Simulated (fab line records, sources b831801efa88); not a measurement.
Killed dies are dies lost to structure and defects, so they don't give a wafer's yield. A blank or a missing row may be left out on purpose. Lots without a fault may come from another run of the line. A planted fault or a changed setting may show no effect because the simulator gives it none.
A struck lot beside a sound one | flow sky130 | 15 steps out of a route of 708
Sound: wafers L711.1, L711.2, L711.5. Struck: wafers L718.2, L718.3, L718.4. The cause comes at the end.
At each step with rows: each side's tool, then ch and its chambers, then its first start. Under that, the readings that differ: sound wafers | struck wafers | difference of the means | sigmas: that difference in standard deviations of wafers without a fault.
alike: readings whose means differ by less than 2 such deviations, and words and numbers that are the same on both sides. not compared: withheld readings, readings that some wafer has no value for, bounds like >300 that may hide the same value, and numbers for which the record gives no deviation and whose values overlap.
The two part at a step that has a row with sigmas, a row that says differs or no value, or rows on one side only. Numbers that don't overlap but have no deviation are shown without sigmas and don't part them. A reading that every wafer of one side lacks parts them only if that side has two wafers or more.

first, 3 steps without rows for these wafers: SKY_PASSIVATION_EXPOSE_08 (exposes mask NSM, target cd 3000 nm); SKY_PASSIVATION_PEB_09; SKY_PASSIVATION_DEVELOP_10 (develop time 60 s).
SKY_PASSIVATION_ETCH_11: etches the open film in CF4/O2, stops on AlCu, target depth 725 nm, time 161.1 s.
  sound on rie_diel-04 ch 0,1,3, day 49 09:49; struck on rie_diel-02 ch 0,2,3, day 50 15:27
  alike: cf4_flow_sccm, drypump_motor_current_A, oes_product_au, throttle_valve_pct
  not compared: rf_hours_counter_h
SKY_PASSIVATION_STRIP_12: strips in O2/N2.
  sound on plasma_asher-03 ch 0,1, day 49 09:55; struck on plasma_asher-03 ch 0,1, day 50 15:34
  reading                      | sound             | struck            | difference | sigmas
  strip_time_to_endpoint_s (s) | 31.48 31.33 31.34 | 31.55 31.69 31.72 | +0.27      | +2
  alike: drypump_motor_current_A, oes_product_au
  not compared: rf_hours_counter_h
then, 7 steps without rows for these wafers: SKY_PAD_OPEN_DEHYDRATE_00 (time 60 s); SKY_PAD_OPEN_HMDS_01 (prime time 60 s); SKY_PAD_OPEN_COAT_02 (resist thk 3000 nm); SKY_PAD_OPEN_SOFTBAKE_03; SKY_PAD_OPEN_EXPOSE_04 (exposes mask PDM, target cd 60000 nm); SKY_PAD_OPEN_PEB_05; SKY_PAD_OPEN_DEVELOP_06 (develop time 60 s).
SKY_PAD_OPEN_ETCH_07: etches the open film in CF4/O2, stops on AlCu, target depth 725 nm, time 161.1 s.
  sound on rie_diel-04 ch 0,2,3, day 50 03:16; struck on rie_diel-04 ch 0,2,3, day 51 06:31
  reading                              | sound             | struck            | difference | sigmas
  oes_product_au (a.u.)                | 0.963 0.978 0.971 | 0.837 0.836 0.827 | -0.137     | -18
  throttle_valve_pct (%)               | 5.966 5.963 5.983 | 5.906 5.929 5.932 | -0.048     | -5
  model.PAD_OPEN.feature_depth_nm (nm) | 696.3 699.6 705.7 | 537 544.7 530.3   | -163       |
  model.etch.depth_nm (nm)             | 696.3 699.6 705.7 | 537 544.7 530.3   | -163       |
  alike: cf4_flow_sccm, drypump_motor_current_A
  not compared: rf_hours_counter_h
SKY_PAD_OPEN_STRIP_08: strips in O2/N2.
  sound on plasma_asher-02 ch 0,1, day 50 03:22; struck on plasma_asher-02 ch 0,1, day 51 06:37
  alike: drypump_motor_current_A, oes_product_au
  not compared: rf_hours_counter_h
SKY_PAD_OPEN_PROBE_99:
  sound on prober-01, day 50 05:35; struck on prober-01, day 51 08:53
  reading                               | sound             | struck                                                               | difference                   | sigmas
  hold                                  | - - -             | await_dispo/3.6h/scrap await_dispo/3.6h/scrap await_dispo/3.6h/scrap | no value on the sound wafers |
  defect_limited_yield (%)              | 83.9 84.6 82.3    | 0 0 0                                                                | -84                          | -46
  killed_at_other                       | 0 1 0             | 408 408 401                                                          | +405                         | +99 or more
  killed_dies                           | 79 76 87          | 492 492 492                                                          | +411                         | +47
  killed_on_rim                         | 13 15 16          | 96 96 96                                                             | +81                          | +24
  sort_bin_5_function (%)               | 7.7 9.6 12.0      | 93.5 92.7 91.7                                                       | +82.9                        | +59
  sort_n_pass                           | 413 416 405       | 0 0 0                                                                | -411                         | -47
  sort_yield_pct (%)                    | 83.9 84.6 82.3    | 0 0 0                                                                | -84                          | -46
  model.etest.tester.sort_n_pass        | 413 416 405       | 0 0 0                                                                | -411                         |
  model.etest.tester.sort_yield_pct (%) | 83.94 84.55 82.32 | 0 0 0                                                                | -84                          |
  model.etest.tester.sort_bin_5_pct (%) | 7.724 9.553 11.99 | 93.5 92.68 91.67                                                     | +82.9                        |
  model.etest.nfet_01v8_swapped.open    | 0 0 0             | 1 1 1                                                                | +1                           |
  model.etest.nfet_01v8.open            | 0 0 0             | 1 1 1                                                                | +1                           |
  model.etest.mcon_chain.open           | 0 0 0             | 1 1 1                                                                | +1                           |
  model.etest.pfet_01v8.open            | 0 0 0             | 1 1 1                                                                | +1                           |
  model.etest.pfet_g5v0d10v5.open       | 0 0 0             | 1 1 1                                                                | +1                           |
  alike: killed_at_M0_to_M3, killed_at_M4_up, killed_at_contacts, killed_at_front_end, killed_open, killed_short, sort_bin_3_pad_short, sort_bin_6_memory

WHERE THEY PART
First at SKY_PASSIVATION_STRIP_12; last, within this record, at SKY_PAD_OPEN_PROBE_99.

WHY: what the simulator had put in
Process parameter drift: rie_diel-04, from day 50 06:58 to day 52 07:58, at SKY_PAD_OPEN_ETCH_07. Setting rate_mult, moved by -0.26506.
